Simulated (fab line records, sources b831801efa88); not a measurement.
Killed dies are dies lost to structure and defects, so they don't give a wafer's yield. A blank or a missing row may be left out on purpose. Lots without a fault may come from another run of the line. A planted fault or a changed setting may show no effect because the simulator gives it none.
Which tool did it? | flow gf180mcu | 13 lots, 37 wafers sampled, at 4 steps of a route of 602

WHAT THE GAUGES READ, wafer by wafer
GF_V3_OVL_MEAS_15. Usual: V3_OVL -4 nm, standard deviation 5.9.
lot  | measured     | on         | V3_OVL (nm) | flag
L902 | day 22 08:26 | overlay-01 | 5 6 3       |
L904 | day 23 13:38 | overlay-02 | -9 -10 -11  |
L906 | day 23 19:05 | overlay-02 | -7 -6 -10   |
L905 | day 24 00:00 | overlay-02 | 1 -1 0      |
L908 | day 24 14:53 | overlay-02 | 3 5 4       |
L909 | day 25 00:53 | overlay-02 | -13 -13 -10 |
L911 | day 25 11:05 | overlay-01 | -2 -2 0     |
L912 | day 25 23:35 | overlay-02 | -4 -9 -9    |
L913 | day 26 03:08 | overlay-02 | -4 -1 -4    |
L914 | day 26 14:08 | overlay-02 | -4 -10      |
L915 | day 26 22:32 | overlay-02 | -7 -2       |
L924 | day 29 09:32 | overlay-01 | -12 -7 -6   |
L925 | day 29 12:20 | overlay-02 | -10 -13 -7  |

GF_V4_THK_MEAS_03. Usual: V4_CVD_02_THK 848 nm, standard deviation 9.3.
lot  | measured     | on            | V4_CVD_02_THK (nm) | flag
L902 | day 23 09:08 | film_metro-03 | 842 853 855        |
L904 | day 24 14:55 | film_metro-04 | 842 848 847        |
L906 | day 24 19:16 | film_metro-02 | 846 860 870        |
L905 | day 25 00:38 | film_metro-04 | 844 853 836        |
L908 | day 25 14:55 | film_metro-02 | 828 849 842        |
L909 | day 26 01:11 | film_metro-02 | 836 853 852        |
L911 | day 26 10:23 | film_metro-03 | 846 852 858        |
L912 | day 26 22:27 | film_metro-04 | 840 861 861        |
L913 | day 27 02:04 | film_metro-04 | 840 835 841        |
L914 | day 27 12:22 | film_metro-03 | 841 848            |
L915 | day 27 22:11 | film_metro-04 | 851 842            |
L924 | day 30 07:01 | film_metro-04 | 830 840 853        |
L925 | day 30 09:46 | film_metro-04 | 845 838 863        |

GF_V4_CD_MEAS_14: target cd 260 nm. Usual: cd_nm 260.1 nm, standard deviation 1.2.
lot  | measured     | on        | cd_nm (nm)        | flag
L902 | day 24 07:44 | cd_sem-01 | 259.9 259.0 260.0 |
L904 | day 25 12:41 | cd_sem-01 | 260.2 260.1 260.6 |
L906 | day 25 16:59 | cd_sem-01 | 261.1 260.4 259.5 |
L905 | day 25 21:47 | cd_sem-02 | 259.8 260.3 260.0 |
L908 | day 26 11:41 | cd_sem-02 | 261.9 262.0 261.5 |
L909 | day 26 21:47 | cd_sem-02 | 260.7 262.4 260.5 |
L911 | day 27 06:57 | cd_sem-02 | 260.0 260.6 261.1 |
L912 | day 27 18:55 | cd_sem-02 | 261.1 260.6 261.2 |
L913 | day 27 21:43 | cd_sem-02 | 261.8 260.6 262.4 |
L914 | day 28 08:14 | cd_sem-01 | 265.2 259.6       |
L915 | day 28 17:56 | cd_sem-01 | 260.9 265.5       |
L924 | day 31 01:53 | cd_sem-01 | 260.4 260.1 259.5 |
L925 | day 31 04:34 | cd_sem-01 | 259.1 260.5 259.9 |

WHICH TOOL RAN EACH LOT (tool, then ch and the chambers of the sampled wafers, then the start)
lot  | GF_V4_EXPOSE_11
L902 | krf_scanner-01 ch 0, day 23 21:05
L904 | krf_scanner-02 ch 0, day 25 02:14
L906 | krf_scanner-02 ch 0, day 25 06:28
L905 | krf_scanner-01 ch 0, day 25 11:52
L908 | krf_scanner-02 ch 0, day 26 01:46
L909 | krf_scanner-01 ch 0, day 26 11:55
L911 | krf_scanner-02 ch 0, day 26 20:43
L912 | krf_scanner-02 ch 0, day 27 09:28
L913 | krf_scanner-02 ch 0, day 27 12:34
L914 | krf_scanner-02 ch 0, day 27 22:42
L915 | krf_scanner-02 ch 0, day 28 08:26
L924 | krf_scanner-01 ch 0, day 30 16:44
L925 | krf_scanner-01 ch 0, day 30 19:46
- GF_V4_EXPOSE_11: exposes mask Via4, target cd 260 nm.

WHAT THE TOOLS THEMSELVES READ (means of the sampled wafers that have a number; where no wafer has one, the mark that the record gives instead)
GF_V4_EXPOSE_11. Usual: reticle_temp_C 23.00 C, standard deviation 0.098.
lot  | tool           | reticle_temp_C (C) | flag
L902 | krf_scanner-01 | 23.08              |
L904 | krf_scanner-02 | 23.05              |
L906 | krf_scanner-02 | 23.04              |
L905 | krf_scanner-01 | 23.08              |
L908 | krf_scanner-02 | 22.93              |
L909 | krf_scanner-01 | 23.04              |
L911 | krf_scanner-02 | 23.11              |
L912 | krf_scanner-02 | 22.95              |
L913 | krf_scanner-02 | 22.91              |
L914 | krf_scanner-02 | 23.04              |
L915 | krf_scanner-02 | 22.97              |
L924 | krf_scanner-01 | 22.96              |
L925 | krf_scanner-01 | 22.97              |

THE ANSWER, worked out from the rows above alone
Rule: a lot is off if the mean of its wafers that have a number lies more than 3 standard deviations from the usual mean. A lot without any number at a reading at which 4 lots or more have one is off too. The other lots that the step has rows for count as sound. The gauges are gone through in route order, then the tools' own readings, and for those a lot's mean is taken as printed above. The first step at which some lot is off is used, and at that step the reading that is off furthest; a lot without a number counts as furthest.
No lot is off at any reading shown: from this, nothing can be told.

WHAT THE SIMULATOR HAD PUT IN
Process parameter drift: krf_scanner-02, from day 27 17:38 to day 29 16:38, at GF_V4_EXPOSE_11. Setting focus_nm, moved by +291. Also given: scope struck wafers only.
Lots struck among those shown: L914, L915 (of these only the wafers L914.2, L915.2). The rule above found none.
